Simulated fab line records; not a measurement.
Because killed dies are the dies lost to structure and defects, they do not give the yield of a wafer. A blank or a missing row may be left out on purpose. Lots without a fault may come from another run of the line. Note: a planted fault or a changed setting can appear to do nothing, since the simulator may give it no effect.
Struck lot and sound lot, side by side ; flow gf180mcu ; 13 steps out of a route of 602
Sound: these wafers, L110.2, L110.3, L110.6. Wafers struck: L127.2, L127.3, L127.6. At the end, the cause is stated.
Order at every step that has rows: each side's tool, ch and its chambers, its first start. Under that, the readings that differ: sound wafers ; struck wafers ; difference of the means ; sigmas: that difference in standard deviations of wafers without a fault.
alike: a reading whose means differ by less than 2 such deviations, as well as words and numbers matching on both sides. not compared: withheld readings; readings where some wafer has no value; bounds like >300 that might hide an equal value; numbers whose values overlap and for which the record gives no deviation.
A row with sigmas, a row that says differs or no value, or rows on one side alone: a step with any of these is where the two part. Non-overlapping numbers with no deviation appear without sigmas and do not part them. A reading missing from all wafers of one side parts the sides only when that side holds two or more wafers.

GF_STI_BOW_MEAS_00:
  sound on film-metro-02, day 1 20:01; struck on film-metro-01, day 5 09:01
  alike: INCOMING_BOW
then, 1 step without rows for these wafers: GF_STI_OXIDATION_01 (stabilise 600 s, purge 300 s, target thk 10 nm).
GF_STI_THK_MEAS_02:
  sound on film-metro-01, day 1 21:31; struck on film-metro-01, day 5 11:28
  alike: STI_OXIDATION_THK
then, 1 step without rows for these wafers: GF_STI_CVD_03 (deposits Si3N4 from DCS/NH3, target thk 207.16 nm, time 3551 s).
GF_STI_THK_MEAS_04:
  sound on film-metro-01, day 1 23:34; struck on film-metro-03, day 5 15:16
  alike: STI_CVD_03_THK
then, 6 steps without rows for these wafers: GF_STI_DEHYDRATE_05 (time 60 s); GF_STI_HMDS_06 (prime time 60 s); GF_STI_COAT_07 (resist thk 700 nm); GF_STI_SOFTBAKE_08 (time 60 s); GF_STI_EXPOSE_09 (exposes mask COMP, target cd 220 nm); GF_STI_PEB_10 (peb time 90 s).
GF_STI_DEVELOP_11: develop time 60 s.
  sound on litho-track-02 ch 0, day 2 10:55; struck on litho-track-02, day 6 05:16
  no value came back on the struck wafers for chill-plate-temp-C (C), develop-time-s (s); on the sound wafers chill-plate-temp-C (C) reads 23.02 23.08 23.06
reading;sound;struck;difference;sigmas
model.KrF_of_STI_COAT_07.thk-nm (nm);683.8 683.4 687.4;700.2 700.8 699.7;+15.4;
GF_STI_CD_MEAS_12: target cd 220 nm.
  sound on cd-sem-01, day 2 11:04; struck on cd-sem-01, day 6 05:25
reading;sound;struck;difference;sigmas
cd-nm (nm);221.1 220.1 220.1;- - -;no value on the struck wafers;

== WHERE THEY PART ==
Last at GF_STI_CD_MEAS_12 as far as this record goes, first at GF_STI_DEVELOP_11.

WHY: whatever the simulator had introduced
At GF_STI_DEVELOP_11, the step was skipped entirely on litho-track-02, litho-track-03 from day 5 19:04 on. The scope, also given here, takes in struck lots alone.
